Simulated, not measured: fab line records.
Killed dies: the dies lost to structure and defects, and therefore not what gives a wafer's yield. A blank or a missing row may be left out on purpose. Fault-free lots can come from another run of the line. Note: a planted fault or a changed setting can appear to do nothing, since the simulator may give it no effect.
Which tool was responsible?	flow gf180mcu	18 wafers from 6 lots sampled at 2 of the route's 602 steps

## WHAT THE GAUGES READ, wafer by wafer
GF_M3_RS_MEAS_05: a four-point-probe measurement.
lot	measured	on	M3_ALCU_RS (ohm/sq)
L486	day 20 21:44	filmMetro-03	0.0693 0.0697 0.0694
L488	day 21 12:52	filmMetro-02	0.0696 0.0694 0.0695
L498	day 25 07:15	filmMetro-01	0.0709 0.0703 0.0708
L501	day 26 05:45	filmMetro-01	0.0696 0.0691 0.0689
L505	day 27 05:34	filmMetro-03	0.0685 0.0688 0.0699
L507	day 27 14:14	filmMetro-01	0.0699 0.0702 0.0695

## TOOL THAT RAN EACH LOT (tool first, then ch and the chambers of the sampled wafers, then the start)
lot	GF_M3_SPUTTER_01
L486	pvdSputter-02, day 20 21:36
L488	pvdSputter-04, day 21 12:42
L498	pvdSputter-01, day 25 07:08
L501	pvdSputter-02, day 26 05:38
L505	pvdSputter-02, day 27 05:25
L507	pvdSputter-01, day 27 14:07
- GF_M3_SPUTTER_01: material TiN, target thk 30 nm, time 25 s.

## THE ANSWER, worked out from the rows above alone
Rule: what is usual is taken from the lots themselves. The widest of any qualifying gaps counts: lots, ordered by their means at a reading, are off when they make up no more than a third of the lots, leave a main group of 4 or more, and stand apart from it by 3 or more times the standard deviation of that group's means. A main group is skipped when, at the precision printed for the reading in the tables above, its means are all equal. A lot without any number at a reading at which 4 lots or more have one is off too. The other lots that the step has rows for count as sound.
Nothing can be told from this: no lot is off at any reading shown.

## WHAT THE SIMULATOR PUT IN
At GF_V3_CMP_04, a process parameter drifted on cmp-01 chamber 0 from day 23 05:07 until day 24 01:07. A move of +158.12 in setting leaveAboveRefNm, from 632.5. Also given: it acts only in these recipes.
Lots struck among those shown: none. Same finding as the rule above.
